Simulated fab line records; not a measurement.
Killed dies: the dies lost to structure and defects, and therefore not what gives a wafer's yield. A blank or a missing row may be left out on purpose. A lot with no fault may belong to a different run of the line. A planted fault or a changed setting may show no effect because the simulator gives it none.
Chamber matching | flow gf180mcu | 4 sister chambers for GF_STI_ETCH_14 on rie_si-02
The step etches Si in HBr/Cl2/O2, target depth 360 nm, time 102.9 s. 4 wafers are shown with their chamber, then 8 later ones without.

WAFERS, EACH WITH ITS CHAMBER
wafer  | chamber | drypump_motor_current_A (A)
L177.6 | 1       | 5.1
L185.1 | 0       | 6.2
L185.4 | 3       | 5.7
L189.2 | 2       | 6.0

WAFERS WITH NO CHAMBER GIVEN
wafer  | drypump_motor_current_A (A)
L189.5 | 6.0
L189.6 | 5.1
L190.2 | 5.7
L190.5 | 6.0
L190.6 | 5.6
L191.1 | 5.7
L191.3 | 5.1
L191.5 | 5.7

THE CHAMBER EACH PASSED THROUGH
wafer  | from the rows above | in truth
L189.5 | 2                   | 2
L189.6 | 1                   | 1
L190.2 | 3                   | 3
L190.5 | 2                   | 2
L190.6 | 3                   | 3
L191.1 | 3                   | 3
L191.3 | 1                   | 1
L191.5 | 3                   | 3
8 of 8 placed correctly. From these rows, 0 cannot be placed. Placed wrongly: 0.
How it was worked out, from the rows above alone: a wafer's distance from a chamber is the root of the sum, over the readings, of the square of ((its reading less the chamber's mean) divided by the reading's scatter). If the next closest chamber is less than 2 further off than the closest, the wafer can't be placed; otherwise it belongs to the closest. A chamber's mean is the mean of its shown wafers. The scatter: with one shown wafer a chamber, the root of the mean of the squares of how far each hidden wafer lies from its nearest shown one.
